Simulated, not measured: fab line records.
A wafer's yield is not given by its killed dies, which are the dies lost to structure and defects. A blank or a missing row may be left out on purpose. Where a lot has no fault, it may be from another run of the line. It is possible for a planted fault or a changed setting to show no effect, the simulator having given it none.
Shared-tool check :: flow sky130 :: Sampled: 14 lots, 42 wafers

== WHY IT WAS OPENED ==
At SKY_DNWELL_TW_MEAS_09 the reading DNWELL_TW is flagged on 2 of 14 lots. Fault-free wafers read 1122, with a standard deviation of 6.6.
Rule: flag the lot when none of its wafers has a number, or when each of its wafers that has one lies beyond 4 standard deviations from that mean. All remaining lots are regarded as sound.

lot: L611
measured: day 3 09:04
on: film_metro-01
DNWELL_TW, wafer by wafer: 1121 1114 1124
flag: 

lot: L613
measured: day 4 01:13
on: film_metro-01
DNWELL_TW, wafer by wafer: 1131 1126 1127
flag: 

lot: L615
measured: day 4 08:31
on: film_metro-01
DNWELL_TW, wafer by wafer: 1124 1121 1118
flag: 

lot: L614
measured: day 4 08:49
on: film_metro-02
DNWELL_TW, wafer by wafer: 1115 1112 1116
flag: 

lot: L616
measured: day 4 14:34
on: film_metro-02
DNWELL_TW, wafer by wafer: 1122 1121 1126
flag: 

lot: L618
measured: day 4 23:31
on: film_metro-04
DNWELL_TW, wafer by wafer: 1198 1202 1197
flag: FLAGGED

lot: L621
measured: day 5 15:07
on: film_metro-01
DNWELL_TW, wafer by wafer: 1117 1113 1117
flag: 

lot: L622
measured: day 5 21:54
on: film_metro-04
DNWELL_TW, wafer by wafer: 1198 1200 1199
flag: FLAGGED

lot: L626
measured: day 6 17:42
on: film_metro-01
DNWELL_TW, wafer by wafer: 1109 1106 1112
flag: 

lot: L627
measured: day 6 23:11
on: film_metro-01
DNWELL_TW, wafer by wafer: 1118 1118 1120
flag: 

lot: L629
measured: day 7 11:37
on: film_metro-01
DNWELL_TW, wafer by wafer: 1122 1118 1117
flag: 

lot: L630
measured: day 7 15:56
on: film_metro-02
DNWELL_TW, wafer by wafer: 1124 1127 1131
flag: 

lot: L631
measured: day 7 20:49
on: film_metro-04
DNWELL_TW, wafer by wafer: 1123 1127 1128
flag: 

lot: L633
measured: day 8 10:02
on: film_metro-04
DNWELL_TW, wafer by wafer: 1122 1128 1117
flag: 
The mean of the flagged lots' numbers is 1199, +77 from the usual (+12 standard deviations).

== LOT BY LOT: THE TOOL USED ==
The record keeps 1 process step preceding the reading, out of 708 steps on the route. Each cell gives the tool, then ch followed by the chambers the sampled wafers passed through, then the start.
lot: L611
flag: 
SKY_DNWELL_IMPLANT_07: implanter-04 ch 0, day 3 08:51

lot: L613
flag: 
SKY_DNWELL_IMPLANT_07: implanter-04 ch 0, day 4 00:59

lot: L615
flag: 
SKY_DNWELL_IMPLANT_07: implanter-04 ch 0, day 4 08:19

lot: L614
flag: 
SKY_DNWELL_IMPLANT_07: implanter-01 ch 0, day 4 08:35

lot: L616
flag: 
SKY_DNWELL_IMPLANT_07: implanter-01 ch 0, day 4 14:20

lot: L618
flag: FLAGGED
SKY_DNWELL_IMPLANT_07: implanter-01 ch 0, day 4 23:18

lot: L621
flag: 
SKY_DNWELL_IMPLANT_07: implanter-04 ch 0, day 5 14:53

lot: L622
flag: FLAGGED
SKY_DNWELL_IMPLANT_07: implanter-01 ch 0, day 5 21:41

lot: L626
flag: 
SKY_DNWELL_IMPLANT_07: implanter-04 ch 0, day 6 17:27

lot: L627
flag: 
SKY_DNWELL_IMPLANT_07: implanter-04 ch 0, day 6 22:56

lot: L629
flag: 
SKY_DNWELL_IMPLANT_07: implanter-04 ch 0, day 7 11:23

lot: L630
flag: 
SKY_DNWELL_IMPLANT_07: implanter-02 ch 0, day 7 15:43

lot: L631
flag: 
SKY_DNWELL_IMPLANT_07: implanter-04 ch 0, day 7 20:35

lot: L633
flag: 
SKY_DNWELL_IMPLANT_07: implanter-04 ch 0, day 8 09:47
These steps, and what they do:
- SKY_DNWELL_IMPLANT_07
- SKY_DNWELL_TW_MEAS_09

== FLAGGED OVER TOTAL, TOOL BY TOOL (the gauges that took the reading come last) ==
step: SKY_DNWELL_IMPLANT_07
tool: implanter-01
lots run: 4
flagged: 2
share of the flagged lots: all
sound lots run after its first flagged lot: 0

step: SKY_DNWELL_IMPLANT_07
tool: implanter-02
lots run: 1
flagged: 0
share of the flagged lots: none
sound lots run after its first flagged lot: -

step: SKY_DNWELL_IMPLANT_07
tool: implanter-04
lots run: 9
flagged: 0
share of the flagged lots: none
sound lots run after its first flagged lot: -

step: SKY_DNWELL_TW_MEAS_09
tool: film_metro-01
lots run: 7
flagged: 0
share of the flagged lots: none
sound lots run after its first flagged lot: -

step: SKY_DNWELL_TW_MEAS_09
tool: film_metro-02
lots run: 3
flagged: 0
share of the flagged lots: none
sound lots run after its first flagged lot: -

step: SKY_DNWELL_TW_MEAS_09
tool: film_metro-04
lots run: 4
flagged: 2
share of the flagged lots: all
sound lots run after its first flagged lot: 2 (L631,L633)

== WHAT IS ALLOWED BY THE TABLE ==
Every flagged lot went through 2 rows of the table: implanter-01 at SKY_DNWELL_IMPLANT_07 and film_metro-04 at SKY_DNWELL_TW_MEAS_09.
- implanter-01 at SKY_DNWELL_IMPLANT_07: 2 of its 4 lots flagged. Last sound lot L616 at day 4 14:20, first flagged lot L618 at day 4 23:18; a fault beginning in between fits.
- film_metro-04 at SKY_DNWELL_TW_MEAS_09: 2 of its 4 lots flagged. Sound lots followed the first flagged one (L631, L633) on it, something a lasting fault affecting the whole tool could not allow.
Left over: one tool, implanter-01 at SKY_DNWELL_IMPLANT_07.

== WHAT THE SIMULATOR HAD PUT IN ==
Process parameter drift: implanter-01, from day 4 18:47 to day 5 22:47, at SKY_DNWELL_IMPLANT_07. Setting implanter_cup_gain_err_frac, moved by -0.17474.
Shown lots that were struck: L618, L622. This agrees with what the rule above found.
